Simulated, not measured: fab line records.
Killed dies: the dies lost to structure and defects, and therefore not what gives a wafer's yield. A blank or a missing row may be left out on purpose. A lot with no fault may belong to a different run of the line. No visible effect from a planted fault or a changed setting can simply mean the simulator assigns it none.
A lot that was struck, set against a sound lot | flow sky130 | 16 steps out of a route of 708
Sound: the wafers L130.3, L130.4, L130.5. Struck: wafer L146.4; the same lot's L146.5 was not struck, so it is left out; see the end for the cause.
Each step with rows lists, per side, the tool, then ch with its chambers, then its first start. Under that, the readings that differ: sound wafers | struck wafers | difference of the means | sigmas: that difference in standard deviations of wafers without a fault.
alike: readings whose means differ by less than 2 such deviations, and words and numbers that are the same on both sides. not compared: withheld readings, readings that some wafer has no value for, bounds like >300 that may hide the same value, and numbers for which the record gives no deviation and whose values overlap.
Wherever a step has rows on one side only, a row that says differs or no value, or a row with sigmas, the two part there. Non-overlapping numbers with no deviation appear without sigmas and do not part them. A reading that every wafer of one side lacks parts them only if that side has two wafers or more.

first, 2 steps without rows for these wafers: SKY_LOCAL_INTERCONNECT_PEB_09; SKY_LOCAL_INTERCONNECT_DEVELOP_10 (develop time 60 s).
SKY_LOCAL_INTERCONNECT_CD_MEAS_11: the cd target is 170 nm.
  struck on cd-sem-02, day 36 02:29; sound on cd-sem-02, day 30 10:11
  alike: cd-nm
SKY_LOCAL_INTERCONNECT_OVL_MEAS_12:
  struck on overlay-02, day 36 02:34; sound on overlay-01, day 30 10:17
  alike: LOCAL_INTERCONNECT_OVL
SKY_LOCAL_INTERCONNECT_ETCH_13: etches BARC in N2/H2, stops on SiO2, time 45.9 s, target depth 60 nm.
  sound on rie-metal-03 ch 0,1, day 30 10:20; struck on rie-metal-03 ch 1, day 36 02:36
  alike: drypump-motor-current-A, oes-product-au, throttle-valve-pct
  not compared: rf-hours-counter-h
SKY_LOCAL_INTERCONNECT_METAL_ETCH_14: etches TiN in Cl2/BCl3, stops on PSG, target depth 110 nm, time 31.4 s.
  sound on rie-metal-03 ch 0,1, day 30 10:23; struck on rie-metal-03 ch 1, day 36 02:39
  alike: drypump-motor-current-A, oes-product-au, throttle-valve-pct
  not compared: rf-hours-counter-h
SKY_LOCAL_INTERCONNECT_STRIP_15: strips in O2/N2.
  sound on plasma-asher-03 ch 0,1, day 30 10:28; struck on plasma-asher-04 ch 0, day 36 02:43
  alike: drypump-motor-current-A, oes-product-au, strip-time-to-endpoint-s
  not compared: rf-hours-counter-h
then, 3 steps without rows for these wafers: SKY_LOCAL_INTERCONNECT_STRIP_16 (strips in post etch residue remover, time 1200 s); SKY_LOCAL_INTERCONNECT_CLEAN_17 (cleans in IPA, time 180 s); SKY_LOCAL_INTERCONNECT_CLEAN_18 (cleans in O3/DIW).
SKY_CONTACT_CVD_00: deposits Si3N4, target thk 75 nm.
  sound on pecvd-02 ch 0,1, day 30 11:02; struck on pecvd-04 ch 0, day 36 03:18
  alike: heater-power-w
SKY_CONTACT_THK_MEAS_01:
  struck on film-metro-02, day 36 03:21; sound on film-metro-01, day 30 11:05
  alike: CONTACT_CVD_00_THK
SKY_CONTACT_HDPCVD_02: deposits SiO2, target thk 565 nm, time 94.2 s.
  sound on hdpcvd-02 ch 1,2, day 30 11:08; struck on hdpcvd-02 ch 0, day 36 03:25
  reading                                     | sound             | struck | difference | sigmas
  run-length-s (s)                            | 122.9 121.5 123.0 | 105.1  | -17.4      | -23
  model.SiO2_of_CONTACT_HDPCVD_02.thk-nm (nm) | 566 566.6 569.6   | 467.8  | -99.6      |
SKY_CONTACT_THK_MEAS_03:
  struck on film-metro-04, day 36 03:42; sound on film-metro-04, day 30 11:13
  reading                 | sound       | struck | difference | sigmas
  CONTACT_HDPCVD_THK (nm) | 566 567 570 | 468    | -100       | -21
  not compared: hold
SKY_CONTACT_CMP_04: polishes SiO2.
  sound on cmp-01 ch 2,3, day 30 11:15; struck on cmp-01 ch 2, day 36 05:05
  reading                | sound    | struck                   | difference                   | sigmas
  hold                   | - - -    | await-dispo/1.4h/release | no value on the sound wafers |
  time-to-endpoint-s (s) | 80 83 80 | 45                       | -36                          | -9
  alike: head-pressure-psi, motor-current-A
SKY_CONTACT_BOW_MEAS_05:
  struck on film-metro-01, day 36 05:27; sound on film-metro-04, day 30 11:35
  reading          | sound    | struck | difference | sigmas
  CONTACT_BOW (um) | 80 83 86 | 97     | +14        | +2

WHERE THEY PART
First at SKY_CONTACT_HDPCVD_02; last, within this record, at SKY_CONTACT_BOW_MEAS_05.

WHY: whatever the simulator had introduced
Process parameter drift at SKY_CONTACT_HDPCVD_02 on hdpcvd-02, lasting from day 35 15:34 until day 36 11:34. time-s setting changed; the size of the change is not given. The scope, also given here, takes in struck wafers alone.
